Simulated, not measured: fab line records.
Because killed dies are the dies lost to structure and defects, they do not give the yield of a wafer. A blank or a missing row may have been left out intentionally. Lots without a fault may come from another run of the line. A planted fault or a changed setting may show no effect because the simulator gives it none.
Which tool is to blame? | flow gf180mcu | 18 wafers from 6 lots sampled at 2 of the route's 602 steps

== WHAT THE GAUGES SHOWED, per wafer ==
GF_CONTACT_CD_MEAS_14: target cd 220 nm.
lot  | measured     | on        | cd-nm (nm)
L297 | day 16 12:34 | cd-sem-02 | 217.3 217.1 216.7
L299 | day 17 07:44 | cd-sem-02 | 221.1 218.7 218.5
L304 | day 19 08:58 | cd-sem-01 | 221.5 220.6 221.2
L309 | day 21 03:40 | cd-sem-02 | 238.3 238.1 238.7
L311 | day 21 19:09 | cd-sem-01 | 219.7 218.8 218.1
L318 | day 24 02:44 | cd-sem-01 | 221.1 220.0 221.0

== WHICH TOOL RAN EACH LOT (tool, then ch and the chambers of the sampled wafers, then the start) ==
lot  | GF_CONTACT_EXPOSE_11
L297 | krf-scanner-01 ch 0, day 16 01:59
L299 | krf-scanner-01 ch 0, day 16 19:49
L304 | krf-scanner-01 ch 0, day 18 21:37
L309 | krf-scanner-01 ch 0, day 20 15:31
L311 | krf-scanner-02 ch 0, day 21 07:19
L318 | krf-scanner-02 ch 0, day 23 15:54
- GF_CONTACT_EXPOSE_11: exposes mask Contact, target cd 220 nm.

== THE ANSWER, worked out from the rows above alone ==
Rule: the usual values come from the lots themselves. The widest of any qualifying gaps counts: lots, ordered by their means at a reading, are off when they make up no more than a third of the lots, leave a main group of 4 or more, and stand apart from it by 3 or more times the standard deviation of that group's means. A main group is skipped when, at the precision printed for the reading in the tables above, its means are all equal. A lot without any number at a reading at which 4 lots or more have one is off too. Where the step has rows for the other lots, those lots are counted as sound.
Off at GF_CONTACT_CD_MEAS_14 (cd-nm): L309. The main group has a mean of 219.4 nm with a standard deviation of 1.4.
If a tool, at a process step before that reading, ran all the lots that are off and no sound lot after the first of them, it fits. Gauges at GF_CONTACT_CD_MEAS_14: tried the same way as those tools. Undecided on this evidence; 2 tools fit (krf-scanner-01 at GF_CONTACT_EXPOSE_11, cd-sem-02 at GF_CONTACT_CD_MEAS_14).

== WHAT THE SIMULATOR PUT IN ==
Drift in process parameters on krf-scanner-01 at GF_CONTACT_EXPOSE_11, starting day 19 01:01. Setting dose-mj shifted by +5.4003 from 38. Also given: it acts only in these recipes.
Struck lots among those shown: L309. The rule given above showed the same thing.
